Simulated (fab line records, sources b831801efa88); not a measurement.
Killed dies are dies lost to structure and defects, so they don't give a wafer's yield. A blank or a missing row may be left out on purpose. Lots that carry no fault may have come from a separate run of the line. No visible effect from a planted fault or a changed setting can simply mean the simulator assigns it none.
Matching of chambers / flow gf180mcu / cmp-02 running GF_V2_CMP_04: 4 sister chambers
The step polishes SiO2. 8 wafers are shown with their chamber, then 9 later ones without.

EACH WAFER AND ITS CHAMBER
wafer=L697.3; chamber=2; motor current A (A)=10.7; time to endpoint s (s)=81
wafer=L698.6; chamber=1; motor current A (A)=12.0; time to endpoint s (s)=82
wafer=L700.1; chamber=1; motor current A (A)=12.5; time to endpoint s (s)=83
wafer=L700.3; chamber=0; motor current A (A)=10.5; time to endpoint s (s)=85
wafer=L700.6; chamber=2; motor current A (A)=11.3; time to endpoint s (s)=84
wafer=L704.1; chamber=3; motor current A (A)=12.0; time to endpoint s (s)=81
wafer=L704.5; chamber=0; motor current A (A)=10.3; time to endpoint s (s)=87
wafer=L704.6; chamber=3; motor current A (A)=11.6; time to endpoint s (s)=84

WAFERS WITHOUT THEIR CHAMBER
wafer=L707.4; motor current A (A)=11.2; time to endpoint s (s)=86
wafer=L707.5; motor current A (A)=10.2; time to endpoint s (s)=80
wafer=L707.6; motor current A (A)=11.2; time to endpoint s (s)=81
wafer=L708.1; motor current A (A)=11.8; time to endpoint s (s)=77
wafer=L708.2; motor current A (A)=10.9; time to endpoint s (s)=70
wafer=L708.4; motor current A (A)=12.3; time to endpoint s (s)=71
wafer=L716.2; motor current A (A)=12.0; time to endpoint s (s)=75
wafer=L716.5; motor current A (A)=11.5; time to endpoint s (s)=85
wafer=L716.6; motor current A (A)=11.1; time to endpoint s (s)=83

EACH ONE'S CHAMBER
wafer=L707.4; from the rows above=can't be placed: 2 or 0 or 3 or 1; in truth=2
wafer=L707.5; from the rows above=can't be placed: 2 or 0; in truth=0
wafer=L707.6; from the rows above=can't be placed: 2 or 3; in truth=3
wafer=L708.1; from the rows above=can't be placed: 3 or 1 or 2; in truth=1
wafer=L708.2; from the rows above=can't be placed: 2 or 3 or 1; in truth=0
wafer=L708.4; from the rows above=can't be placed: 1 or 3 or 2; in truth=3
wafer=L716.2; from the rows above=can't be placed: 3 or 1 or 2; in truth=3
wafer=L716.5; from the rows above=can't be placed: 3 or 2 or 1 or 0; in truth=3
wafer=L716.6; from the rows above=can't be placed: 2 or 3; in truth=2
0 of 9 placed correctly. Not placeable from these rows: 9 (in 8, the candidates include the true chamber). Placed wrongly: 0.
How it was worked out, from the rows above alone: a wafer's distance from a chamber is the root of the sum, over the readings, of the square of ((its reading less the chamber's mean) divided by the reading's scatter). The wafer belongs to the nearest chamber; if the next one is less than 2 further off, it can't be placed. Each chamber's mean is taken over the wafers shown for it. How the scatter is found: for the shown wafers, subtract from each reading the mean of its chamber, square and add these, divide the total by (wafers less chambers), then take the root.
